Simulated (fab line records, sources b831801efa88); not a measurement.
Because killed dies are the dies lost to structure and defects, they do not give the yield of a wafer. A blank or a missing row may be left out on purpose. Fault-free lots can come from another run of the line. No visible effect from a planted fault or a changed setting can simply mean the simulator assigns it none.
fab line records ; flow sky130
record lots=6; wafers=17; lastDay=50
route steps=708 shown METAL4@622 PAD_OPEN@708
lots that met no fault: taken from a fault-free run of the same line
startH: the number of hours between the record's first day and the start of the first shown wafer of the lot ; waitH: time in hours since the lot's previous step ; " unchanged from the row above ; L1.1+2: one row covering several wafers at once ; - value missing, or start not given ; * or withheld: withheld ; < > ~ a bound
route shown NAME@n: a module of which the file shows steps, and the number in the route of the first ; usual: mean and standard deviation over wafers with no fault ; same: alike in all rows ; chamber/n: place in a boat ; sites: per-site readings ; _std_site: how widely they spread, as a standard deviation ; _edge_site: outer sites' mean less inner sites' ; radiusMm: how far each site lies from the wafer's centre ; mask NAME#n: copy n ; behind: the tool/chamber that last shaped the wafer ; hold: what put the lot on hold/how long, in hours/how the hold closed ; device: whichever transistor did not switch (one of n, p or np) ; end of line: tests run on the same wafers once the route is complete ; a step without rows: its recipe alone ; killed: dies lost to structure and defects at the first sort, not the wafer's yield ; map: dies across one wafer; x = killed, . = not, _ = none there
set.NAME: the run value of the setting; set.NAME@STEP: its run value at that earlier step ; model.NAME: the simulator's own value behind a step, which no gauge read
certain route steps with their lots: each step a table, each wafer a row
services: the hour from which a tool's chamber was out of use, counted from the record's first day as startH (under 0 if before that day), plus the number of hours and why
## steps
# step SKY_METAL4_HMDS_06
# recipe primeTimeS=60; primeTempC=120
# step SKY_METAL4_COAT_07
# recipe resist=BARC; tempC=withheld; timeS=withheld; spinRpm=3000; resistThkNm=60
# step SKY_METAL4_COAT_08
# recipe resist=KrF-thick; spinRpm=3000; resistThkNm=1140
# step SKY_METAL4_SOFTBAKE_09
# recipe tempC=100; timeS=90; resist=KrF-thick
# step SKY_METAL4_EXPOSE_10
# recipe maskId=MM4; na=0.68; sourceShape=annular; sigmaInner=0.4; sigmaOuter=0.8; targetCdNm=300; doseMj=28
# step SKY_METAL4_PEB_11
# recipe pebTempC=withheld; pebTimeS=withheld; resist=KrF-thick
# step SKY_METAL4_DEVELOP_12
# recipe developTimeS=60; resist=KrF-thick; devTempC=21
# step SKY_METAL4_CD_MEAS_13
# recipe targetCdNm=300
# usual cdNm=300.1/1.6
lot.wafer;tool;chamber;startH;waitH;cdNm
L379.1;cdSem-01;-;988.51;-;298.9
L379.2;cdSem-01;-;988.51;-;298.9
L379.3;cdSem-01;-;988.51;-;298.5
L390.3;cdSem-01;-;1059.91;-;300.3
L390.4;cdSem-01;-;1059.91;-;301.1
L390.5;cdSem-01;-;1059.91;-;298.4
L392.1;cdSem-02;-;1076.77;-;299.1
L392.3;cdSem-02;-;1076.77;-;299.1
L396.1;cdSem-02;-;1100.97;-;300.4
L396.2;cdSem-02;-;1100.97;-;299.4
L396.5;cdSem-02;-;1100.97;-;299.9
L398.4;cdSem-01;-;1109.43;-;300.6
L398.5;cdSem-01;-;1109.43;-;300.0
L398.6;cdSem-01;-;1109.43;-;299.8
L400.1;cdSem-02;-;1116.77;-;299.8
L400.3;cdSem-02;-;1116.77;-;298.8
L400.5;cdSem-02;-;1116.77;-;299.6
# step SKY_METAL4_OVL_MEAS_14
# usual METAL4_OVL=1/5.4
lot.wafer;tool;chamber;startH;waitH;METAL4_OVL[nm]
L379.1;overlay-02;-;988.63;0.1;-3
L379.2;overlay-02;-;988.63;0.1;-1
L379.3;overlay-02;-;988.63;0.1;1
L390.3;overlay-01;-;1060.00;0.1;4
L390.4;overlay-01;-;1060.00;0.1;-13
L390.5;overlay-01;-;1060.00;0.1;3
L392.1;overlay-02;-;1076.89;0.1;-8
L392.3;overlay-02;-;1076.89;0.1;-3
L396.1;overlay-01;-;1101.09;0.1;5
L396.2;overlay-01;-;1101.09;0.1;5
L396.5;overlay-01;-;1101.09;0.1;0
L398.4;overlay-01;-;1109.51;0.1;0
L398.5;overlay-01;-;1109.51;0.1;-1
L398.6;overlay-01;-;1109.51;0.1;-1
L400.1;overlay-02;-;1116.89;0.1;3
L400.3;overlay-02;-;1116.89;0.1;-6
L400.5;overlay-02;-;1116.89;0.1;2
# step SKY_METAL4_DESCUM_15
# recipe chemistry=O2; sourcePowerW=150; biasPowerW=0; pressureMtorr=10; tempC=40; timeS=8
# usual drypumpMotorCurrentA=5.51/0.26; oesProductAu=1.001/0.0096
# same biasPowerW=0
lot.wafer;tool;chamber;startH;waitH;drypumpMotorCurrentA;oesProductAu;rfHoursCounterH
L379.1;rieMetal-03;1;988.67;0.0;5.51;1.009;22
L379.2;rieMetal-03;0;988.67;0.0;5.78;1.008;8
L379.3;rieMetal-03;0;988.67;0.0;5.79;1.006;-
L390.3;rieMetal-03;1;1060.03;0.0;5.52;0.996;-
L390.4;rieMetal-03;0;1060.03;0.0;5.79;1.006;-
L390.5;rieMetal-03;1;1060.03;0.0;5.51;0.984;-
L392.1;rieMetal-01;1;1076.92;0.0;5.69;0.998;19
L392.3;rieMetal-01;1;1076.92;0.0;5.70;0.988;-
L396.1;rieMetal-03;1;1101.12;0.0;5.53;0.990;5
L396.2;rieMetal-03;0;1101.12;0.0;5.75;1.002;17
L396.5;rieMetal-03;0;1101.12;0.0;5.78;0.994;-
L398.4;rieMetal-03;0;1109.54;0.0;5.78;1.016;-
L398.5;rieMetal-03;1;1109.54;0.0;5.53;0.984;-
L398.6;rieMetal-03;0;1109.54;0.0;5.79;1.006;-
L400.1;rieMetal-01;0;1116.92;0.0;5.31;1.005;3
L400.3;rieMetal-01;1;1116.92;0.0;5.70;0.986;-
L400.5;rieMetal-01;0;1116.92;0.0;5.28;0.996;-
# step SKY_METAL4_ETCH_16
# recipe chemistry=N2/H2; target=BARC; ionEnergyEv=200; biasW=100; pressureMtorr=30; n2FlowSccm=100; h2FlowSccm=200; icpW=500; stopOn=SiO2; timeS=88.2; targetDepthA=600
# usual biasW=100.05/0.3; drypumpMotorCurrentA=5.52/0.27; n2FlowSccm=100.0/0.3; oesProductAu=0.626/0.0047; throttleValvePct=13.206/0.009
lot.wafer;tool;chamber;startH;waitH;biasW;drypumpMotorCurrentA;n2FlowSccm;oesProductAu;rfHoursCounterH;throttleValvePct
L379.1;rieMetal-03;1;988.70;0.0;100.04;5.54;99.7;0.630;22;13.206
L379.2;rieMetal-03;0;988.70;0.0;99.86;5.78;100.0;0.622;8;13.195
L379.3;rieMetal-03;0;988.70;0.0;99.95;5.78;99.6;0.633;-;13.206
L390.3;rieMetal-03;1;1060.09;0.0;100.11;5.52;100.0;0.625;-;13.210
L390.4;rieMetal-03;0;1060.09;0.0;99.84;5.79;100.0;0.626;-;13.195
L390.5;rieMetal-03;1;1060.09;0.0;99.77;5.52;99.9;0.619;-;13.207
L392.1;rieMetal-01;1;1076.96;0.0;100.31;5.70;99.8;0.626;19;13.211
L392.3;rieMetal-01;1;1076.96;0.0;100.30;5.71;99.7;0.621;-;13.196
L396.1;rieMetal-03;1;1101.16;0.0;100.22;5.57;100.7;0.626;5;13.195
L396.2;rieMetal-03;0;1101.16;0.0;99.91;5.80;99.9;0.626;17;13.226
L396.5;rieMetal-03;0;1101.16;0.0;100.36;5.80;100.1;0.630;-;13.206
L398.4;rieMetal-03;0;1109.59;0.0;100.48;5.81;99.9;0.629;-;13.212
L398.5;rieMetal-03;1;1109.59;0.0;99.79;5.52;99.9;0.632;-;13.196
L398.6;rieMetal-03;0;1109.59;0.0;99.96;5.81;100.5;0.629;-;13.231
L400.1;rieMetal-01;0;1116.95;0.0;99.78;5.29;100.8;0.625;3;13.203
L400.3;rieMetal-01;1;1116.95;0.0;99.99;5.70;100.1;0.624;-;13.209
L400.5;rieMetal-01;0;1116.95;0.0;99.44;5.29;100.1;0.624;-;13.209
# step SKY_METAL4_ETCH_17
# recipe target=SiO2; stopOn=TiN; chemistry=C4F8/O2/Ar; sourceW=1500; biasW=1200; pressureMtorr=40; c4f8FlowSccm=withheld; O2_flow_sccm=6; Ar_flow_sccm=300; timeS=3.9; targetDepthA=150
# usual biasW=1200/3.9; oesProductAu=0.756/0.0093
lot.wafer;tool;chamber;startH;waitH;biasW;oesProductAu;rfHoursCounterH
L379.1;rieDiel-04;1;988.80;0.1;1196;0.755;7
L379.2;rieDiel-04;2;988.80;0.1;1200;0.746;10
L379.3;rieDiel-04;0;988.80;0.1;1204;0.762;18
L390.3;rieDiel-01;1;1060.15;0.0;1196;0.749;21
L390.4;rieDiel-01;2;1060.15;0.0;1194;0.747;3
L390.5;rieDiel-01;1;1060.15;0.0;1195;0.751;-
L392.1;rieDiel-02;3;1077.05;0.1;1194;0.740;13
L392.3;rieDiel-02;1;1077.05;0.1;1194;0.757;14
L396.1;rieDiel-04;0;1101.25;0.1;1209;0.740;22
L396.2;rieDiel-04;1;1101.25;0.1;1195;0.754;11
L396.5;rieDiel-04;0;1101.25;0.1;1207;0.751;-
L398.4;rieDiel-02;3;1109.66;0.0;1201;0.761;14
L398.5;rieDiel-02;1;1109.66;0.0;1193;0.755;-
L398.6;rieDiel-02;2;1109.66;0.0;1201;0.770;-
L400.1;rieDiel-04;1;1117.05;0.1;1206;0.763;11
L400.3;rieDiel-04;0;1117.05;0.1;1195;0.771;22
L400.5;rieDiel-04;3;1117.05;0.1;1198;0.773;-
# step SKY_METAL4_METAL_ETCH_18
# recipe targetDepthA=8450; stopOn=SiO2; overEtchFrac=0.3; timeS=183.1; chemistry=Cl2/BCl3; resistSidewallDeg=88; pressureMtorr=10; icpW=900; biasW=48.5; Cl2_flow_sccm=60; bcl3FlowSccm=30
# usual biasW=48.47/0.15; drypumpMotorCurrentA=5.50/0.29; oesProductAu=0.865/0.0058; throttleValvePct=22.264/0.0096
lot.wafer;tool;chamber;startH;waitH;biasW;drypumpMotorCurrentA;oesProductAu;rfHoursCounterH;throttleValvePct;model.etch.depthNm;model.METAL4.featureDepthNm;model.KrF-thick_of_METAL4_COAT_08.thkNm
L379.1;rieMetal-04;0;988.82;0.0;48.46;5.61;0.869;15;22.269;877.8;877.8;523.2
L379.2;rieMetal-04;1;988.82;0.0;48.40;4.98;0.869;11;22.258;871.8;871.8;528.7
L379.3;rieMetal-04;0;988.82;0.0;48.59;5.60;0.873;-;22.266;873.4;873.4;521.6
L390.3;rieMetal-04;1;1060.23;0.1;48.78;4.96;0.716;-;22.258;600.4;600.4;772.9
L390.4;rieMetal-04;0;1060.23;0.1;48.53;5.62;0.862;-;22.266;859;859;520.3
L390.5;rieMetal-04;0;1060.23;0.1;48.45;5.64;0.870;-;22.285;868.6;868.6;522
L392.1;rieMetal-04;1;1077.07;0.0;48.27;4.95;0.719;16;22.266;606.8;606.8;774.5
L392.3;rieMetal-04;1;1077.07;0.0;48.15;4.96;0.717;-;22.259;600.5;600.5;778.8
L396.1;rieMetal-01;1;1101.27;0.0;48.38;5.70;0.867;21;22.252;857.4;857.4;542.1
L396.2;rieMetal-01;0;1101.27;0.0;48.61;5.32;0.871;2;22.273;868.8;868.8;523.4
L396.5;rieMetal-01;1;1101.27;0.0;48.22;5.70;0.870;-;22.260;859.5;859.5;537.2
L398.4;rieMetal-01;0;1109.73;0.1;48.49;5.30;0.868;-;22.253;860;860;519.6
L398.5;rieMetal-01;0;1109.73;0.1;48.38;5.28;0.862;-;22.281;858.3;858.3;516.7
L398.6;rieMetal-01;1;1109.73;0.1;48.61;5.71;0.859;-;22.249;850.7;850.7;528.4
L400.1;rieMetal-03;1;1117.07;0.0;48.64;5.49;0.857;6;22.290;849.9;849.9;531.7
L400.3;rieMetal-03;0;1117.07;0.0;48.30;5.77;0.862;-;22.262;864.6;864.6;522.7
L400.5;rieMetal-03;0;1117.07;0.0;48.48;5.75;0.863;-;22.270;858.6;858.6;522.1
# step SKY_METAL4_STRIP_19
# recipe chemistry=O2/N2; powerW=1400; pressureMtorr=1500; platenTempC=withheld; o2FlowSccm=3000; n2FlowSccm=300; overashFraction=0.5
# usual drypumpMotorCurrentA=5.7/0.5; n2FlowSccm=300.0/0.76; oesProductAu=0.503/0.0061; stripTimeToEndpointS=6.55/0.084
lot.wafer;tool;chamber;startH;waitH;drypumpMotorCurrentA;n2FlowSccm;oesProductAu;rfHoursCounterH;stripTimeToEndpointS
L379.1;plasmaAsher-03;1;989.00;0.1;5.3;300.1;0.501;115;6.50
L379.2;plasmaAsher-03;0;989.00;0.1;6.4;298.3;0.497;115;6.54
L379.3;plasmaAsher-03;0;989.00;0.1;6.5;299.0;0.499;-;6.48
L390.3;plasmaAsher-01;1;1060.38;0.1;5.4;300.7;0.599;-;8.95
L390.4;plasmaAsher-01;0;1060.38;0.1;6.6;299.2;0.498;-;6.48
L390.5;plasmaAsher-01;1;1060.38;0.1;5.4;300.1;0.495;-;6.49
L392.1;plasmaAsher-01;0;1077.25;0.1;6.6;300.8;0.596;92;8.95
L392.3;plasmaAsher-01;0;1077.25;0.1;6.6;299.5;0.613;-;9.00
L396.1;plasmaAsher-02;0;1101.45;0.1;5.5;300.7;0.509;68;6.69
L396.2;plasmaAsher-02;1;1101.45;0.1;5.4;300.5;0.495;68;6.49
L396.5;plasmaAsher-02;1;1101.45;0.1;5.4;299.7;0.504;-;6.63
L398.4;plasmaAsher-02;1;1109.89;0.1;5.4;300.3;0.498;-;6.46
L398.5;plasmaAsher-02;1;1109.89;0.1;5.4;300.6;0.499;-;6.44
L398.6;plasmaAsher-02;0;1109.89;0.1;5.5;300.9;0.503;-;6.54
L400.1;plasmaAsher-01;1;1117.25;0.1;5.4;299.8;0.500;96;6.58
L400.3;plasmaAsher-01;1;1117.25;0.1;5.4;300.6;0.499;-;6.48
L400.5;plasmaAsher-01;0;1117.25;0.1;6.6;300.8;0.501;-;6.51
# step SKY_METAL4_STRIP_20
# recipe chemistry=postEtchResidueRemover; timeS=1200; tempC=72.5
# step SKY_PAD_OPEN_PROBE_99
# usual defectLimitedYield=82.9/1.7; killed_at_M0_to_M3=42/6.1; killed_at_M4_up=3.4/2; killedAtContacts=23/4.8; killedAtFrontEnd=15/3.8; killedAtOther=0.3/0.48; killedDies=84/8.5; killedOnRim=16/3.9; killedOpen=46/6.8; killedShort=38/6.2; sort_bin_3_pad_short=0.8/0.42; sort_bin_5_function=10.1/1.4; sort_bin_6_memory=6.2/0.99; sortNPass=408/8.5; sortYieldPct=82.9/1.7
# same grossDies=492; killedAtBackSide=0; sort_bin_4_leakage[%]=0; sort_bin_8_speed[%]=0
lot.wafer;tool;chamber;startH;waitH;hold;defectLimitedYield[%];killed_at_M0_to_M3;killed_at_M4_up;killedAtContacts;killedAtFrontEnd;killedAtOther;killedDies;killedOnRim;killedOpen;killedShort;sort_bin_3_pad_short[%];sort_bin_5_function[%];sort_bin_6_memory[%];sortNPass;sortYieldPct[%]
L379.1;prober-02;-;1083.64;0.1;-;81.1;52;5;17;19;0;93;26;50;42;0.4;10.4;8.1;399;81.1
L379.2;prober-02;-;1083.69;0.1;-;82.5;53;3;15;15;0;86;14;42;44;0.6;10.0;6.9;406;82.5
L379.3;prober-02;-;1083.74;0.2;-;80.7;46;2;31;16;0;95;20;55;39;1.2;10.2;7.9;397;80.7
L390.3;prober-01;-;1146.83;0.2;awaitDispo/1.6h/release;0;29;418;25;20;0;492;96;40;37;0.6;92.7;6.7;0;0
L390.4;prober-01;-;1146.88;0.2;awaitDispo/1.6h/release;85.2;39;1;24;9;0;73;16;48;25;0.6;8.1;6.1;419;85.2
L390.5;prober-01;-;1146.93;0.2;awaitDispo/1.6h/release;84.6;41;6;18;11;0;76;15;41;35;1.4;9.3;4.7;416;84.6
L392.1;prober-01;-;1161.07;0.1;awaitDispo/2.5h/release;0;35;419;24;13;1;492;96;45;29;0.2;95.3;4.5;0;0
L392.3;prober-01;-;1161.17;0.2;awaitDispo/2.5h/release;0;34;424;23;11;0;492;96;38;30;1.0;94.1;4.9;0;0
L396.1;prober-02;-;1181.26;0.1;-;82.7;41;3;23;17;1;85;12;51;34;0.6;8.9;7.7;407;82.7
L396.2;prober-02;-;1181.31;0.1;-;85.6;35;4;20;12;0;71;16;40;31;0.6;7.7;6.1;421;85.6
L396.5;prober-02;-;1181.46;0.2;-;83.3;49;1;18;14;0;82;15;55;27;0.4;10.8;5.5;410;83.3
L398.4;prober-02;-;1188.64;0.2;-;83.1;48;3;18;14;0;83;13;40;43;1.0;10.0;5.9;409;83.1
L398.5;prober-02;-;1188.69;0.2;-;83.3;38;4;22;18;0;82;14;38;44;0.8;7.7;8.1;410;83.3
L398.6;prober-02;-;1188.74;0.2;-;80.9;53;1;22;16;2;94;16;51;43;1.8;10.8;6.5;398;80.9
L400.1;prober-02;-;1194.33;0.1;-;83.1;41;8;21;13;0;83;19;45;38;0.6;11.4;4.9;409;83.1
L400.3;prober-02;-;1194.43;0.2;-;81.7;54;6;19;11;0;90;20;44;46;0.6;12.2;5.5;402;81.7
L400.5;prober-02;-;1194.53;0.2;-;84.1;44;3;14;17;0;78;12;40;38;1.2;9.1;5.5;414;84.1
# killed by level:class
L379.1 VIA1:geometricParticle:short=11 VIA1:geometricParticle:open=8 VIA2:geometricParticle:open=8 FIELD_ISO:geometricParticle:open=7 CONTACT:geometricParticle:open=7 METAL2:geometricParticle:short=6 VIA3:geometricParticle:open=6 LI_CONTACT:geometricParticle:open=5
L379.2 VIA3:geometricParticle:open=9 VIA1:geometricParticle:open=9 VIA2:geometricParticle:open=7 CONTACT:geometricParticle:open=6 METAL2:geometricParticle:short=6 METAL1:geometricParticle:short=5 VIA3:geometricParticle:short=5 FIELD_ISO:geometricParticle:short=4
L379.3 CONTACT:geometricParticle:open=15 VIA1:geometricParticle:open=11 VIA3:geometricParticle:open=8 VIA2:geometricParticle:open=7 FIELD_ISO:geometricParticle:short=6 LI_CONTACT:geometricParticle:short=5 LI_CONTACT:geometricParticle:open=4 LOCAL_INTERCONNECT:geometricParticle:short=4
L390.3 METAL4:areaEtch=415 CONTACT:geometricParticle:open=10 LOCAL_INTERCONNECT:geometricParticle:short=8 POLY_GATE:geometricParticle:short=6 VIA1:geometricParticle:open=6 VIA3:geometricParticle:open=6 POLY_GATE:geometricParticle:open=5 LI_CONTACT:geometricParticle:open=4
L390.4 VIA3:geometricParticle:open=10 CONTACT:geometricParticle:open=9 VIA2:geometricParticle:open=9 VIA1:geometricParticle:open=7 POLY_GATE:geometricParticle:open=5 LI_CONTACT:geometricParticle:open=5 CONTACT:geometricParticle:short=5 METAL1:geometricParticle:short=3
L390.5 VIA1:geometricParticle:open=12 CONTACT:geometricParticle:open=7 VIA2:geometricParticle:open=6 LI_CONTACT:geometricParticle:open=5 METAL4:geometricParticle:short=5 METAL1:geometricParticle:short=4 VIA1:geometricParticle:short=4 VIA2:geometricParticle:short=4
L392.1 METAL4:areaEtch=418 VIA1:geometricParticle:open=9 LI_CONTACT:geometricParticle:open=8 CONTACT:geometricParticle:open=7 CONTACT:geometricParticle:short=7 VIA3:geometricParticle:open=6 METAL2:geometricParticle:short=5 VIA2:geometricParticle:open=4
L392.3 METAL4:areaEtch=424 CONTACT:geometricParticle:open=8 VIA3:geometricParticle:open=7 CONTACT:geometricParticle:short=6 METAL1:geometricParticle:short=6 VIA1:geometricParticle:open=6 METAL2:geometricParticle:short=5 LI_CONTACT:geometricParticle:open=5
L396.1 VIA1:geometricParticle:open=11 LI_CONTACT:geometricParticle:open=9 VIA2:geometricParticle:open=8 VIA3:geometricParticle:open=8 FIELD_ISO:geometricParticle:short=6 LI_CONTACT:geometricParticle:short=5 FIELD_ISO:geometricParticle:open=4 CONTACT:geometricParticle:short=4
L396.2 CONTACT:geometricParticle:open=8 VIA1:geometricParticle:open=6 VIA2:geometricParticle:short=6 FIELD_ISO:geometricParticle:open=5 LI_CONTACT:geometricParticle:open=5 VIA2:geometricParticle:open=5 VIA3:geometricParticle:open=5 VIA1:geometricParticle:short=4
L396.5 VIA1:geometricParticle:open=13 VIA2:geometricParticle:open=11 CONTACT:geometricParticle:open=9 VIA3:geometricParticle:open=8 FIELD_ISO:geometricParticle:open=6 LI_CONTACT:geometricParticle:open=5 METAL1:geometricParticle:short=5 VIA1:geometricParticle:short=5
L398.4 METAL1:geometricParticle:short=10 CONTACT:geometricParticle:open=8 VIA2:geometricParticle:open=7 VIA3:geometricParticle:open=6 VIA1:geometricParticle:open=6 FIELD_ISO:geometricParticle:open=5 VIA1:geometricParticle:short=5 FIELD_ISO:geometricParticle:short=4
L398.5 VIA1:geometricParticle:open=10 FIELD_ISO:geometricParticle:short=7 VIA2:geometricParticle:open=7 LOCAL_INTERCONNECT:geometricParticle:short=7 CONTACT:geometricParticle:open=7 CONTACT:geometricParticle:short=5 POLY_GATE:geometricParticle:short=4 METAL2:geometricParticle:short=4
L398.6 METAL1:geometricParticle:short=11 CONTACT:geometricParticle:open=9 VIA2:geometricParticle:open=7 VIA1:geometricParticle:open=7 METAL2:geometricParticle:short=6 FIELD_ISO:geometricParticle:open=6 LI_CONTACT:geometricParticle:open=6 VIA3:geometricParticle:open=5
L400.1 VIA1:geometricParticle:open=9 VIA3:geometricParticle:open=7 LI_CONTACT:geometricParticle:open=6 CONTACT:geometricParticle:short=6 CONTACT:geometricParticle:open=6 VIA2:geometricParticle:open=6 FIELD_ISO:geometricParticle:short=5 POLY_GATE:geometricParticle:short=5
L400.3 VIA3:geometricParticle:open=13 METAL1:geometricParticle:short=8 METAL2:geometricParticle:short=8 VIA1:geometricParticle:open=7 VIA2:geometricParticle:open=7 VIA1:geometricParticle:short=6 CONTACT:geometricParticle:open=5 LOCAL_INTERCONNECT:geometricParticle:short=5
L400.5 VIA1:geometricParticle:open=10 VIA2:geometricParticle:open=8 VIA3:geometricParticle:open=6 CONTACT:geometricParticle:open=6 METAL1:geometricParticle:short=5 METAL2:geometricParticle:short=5 FIELD_ISO:geometricParticle:short=4 POLY_GATE:geometricParticle:open=4
# map L390.3 (x killed, . not)
__________xxxxxxxxxx_________
________xxxxxxxxxxxxxx_______
______xxxxxxxxxxxxxxxxxx_____
_____xxxxxxxxxxxxxxxxxxxx____
____xxxxxxxxxxxxxxxxxxxxxx___
___xxxxxxxxxxxxxxxxxxxxxxxx__
__xxxxxxxxxxxxxxxxxxxxxxxxxx_
_xxxxxxxxxxxxxxxxxxxxxxxxxxxx
_xxxxxxxxxxxxxxxxxxxxxxxxxxxx
_xxxxxxxxxxxxxxxxxxxxxxxxxxxx
_xxxxxxxxxxxxxxxxxxxxxxxxxxxx
_xxxxxxxxxxxxxxxxxxxxxxxxxxxx
_xxxxxxxxxxxxxxxxxxxxxxxxxxxx
_xxxxxxxxxxxxxxxxxxxxxxxxxxxx
_xxxxxxxxxxxxxxxxxxxxxxxxxxxx
__xxxxxxxxxxxxxxxxxxxxxxxxxx_
___xxxxxxxxxxxxxxxxxxxxxxxx__
____xxxxxxxxxxxxxxxxxxxxxx___
_____xxxxxxxxxxxxxxxxxxxx____
______xxxxxxxxxxxxxxxxxx_____
________xxxxxxxxxxxxxx_______
__________xxxxxxxxxx_________
# map L392.1 (x killed, . not)
__________xxxxxxxxxx_________
________xxxxxxxxxxxxxx_______
______xxxxxxxxxxxxxxxxxx_____
_____xxxxxxxxxxxxxxxxxxxx____
____xxxxxxxxxxxxxxxxxxxxxx___
___xxxxxxxxxxxxxxxxxxxxxxxx__
__xxxxxxxxxxxxxxxxxxxxxxxxxx_
_xxxxxxxxxxxxxxxxxxxxxxxxxxxx
_xxxxxxxxxxxxxxxxxxxxxxxxxxxx
_xxxxxxxxxxxxxxxxxxxxxxxxxxxx
_xxxxxxxxxxxxxxxxxxxxxxxxxxxx
_xxxxxxxxxxxxxxxxxxxxxxxxxxxx
_xxxxxxxxxxxxxxxxxxxxxxxxxxxx
_xxxxxxxxxxxxxxxxxxxxxxxxxxxx
_xxxxxxxxxxxxxxxxxxxxxxxxxxxx
__xxxxxxxxxxxxxxxxxxxxxxxxxx_
___xxxxxxxxxxxxxxxxxxxxxxxx__
____xxxxxxxxxxxxxxxxxxxxxx___
_____xxxxxxxxxxxxxxxxxxxx____
______xxxxxxxxxxxxxxxxxx_____
________xxxxxxxxxxxxxx_______
__________xxxxxxxxxx_________
## services
tool;chamber;startH;hours;kind
rieDiel-02;0;974.20;7.0;repair
rieDiel-02;1;975.35;4.3;repair
plasmaAsher-02;-;990.95;1.4;repair
rieMetal-03;-;992.67;2.0;repair
rieDiel-01;-;1005.27;0.8;repair
rieMetal-03;1;1007.63;-;clean
rieMetal-03;1;1007.63;21.1;scheduledDown
rieMetal-03;1;1007.63;21.1;ventCycle
plasmaAsher-02;-;1009.26;1.1;repair
plasmaAsher-01;-;1023.84;16.7;repair
rieDiel-01;3;1040.79;7.2;repair
rieMetal-01;0;1049.66;-;clean
rieMetal-01;0;1049.66;20.1;scheduledDown
rieMetal-01;0;1049.66;20.1;ventCycle
plasmaAsher-03;-;1055.25;9.0;pm
plasmaAsher-03;0;1055.25;9.0;ventCycle
plasmaAsher-03;1;1055.25;9.0;ventCycle
plasmaAsher-03;0;1064.25;-;clean
plasmaAsher-03;1;1064.25;-;clean
rieDiel-01;-;1065.98;0.5;repair
rieDiel-04;0;1075.39;5.1;repair
rieDiel-02;0;1106.02;1.5;repair
## key
firstSign step=SKY_METAL4_METAL_ETCH_18; reading=oesProductAu; direction=down; sigmas=26; usual=0.865; struck=0.717
effect step=SKY_METAL4_STRIP_19; reading=stripTimeToEndpointS; direction=up; sigmas=29; usual=*; struck=*
effect step=SKY_PAD_OPEN_PROBE_99; reading=killed_at_M4_up; direction=up; sigmas=99+; usual=3.4; struck=420.3
modelEffect step=SKY_METAL4_METAL_ETCH_18; value=etch.depthNm; without=868.2; struck=602.5
moreKillsBornAt SKY_METAL4_METAL_ETCH_18@rieMetal-04=1257
metAt SKY_METAL4_METAL_ETCH_18
struckWafers L390.3,L392.1,L392.3
laterRowsLeftOut L390.3,L392.1,L392.3
onsetBetween 988.82 1060.23
fault kind=processParameterDrift; tool=rieMetal-04; chamber=-; onsetH=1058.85; steps=SKY_METAL4_METAL_ETCH_18; channel=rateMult; offset=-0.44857; shape=step; endH=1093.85; scope=struckWafersOnly
# laterRowsLeftOut: the simulator's readings of these wafers behind a module that went badly wrong aren't trusted and aren't shown, but for the sort
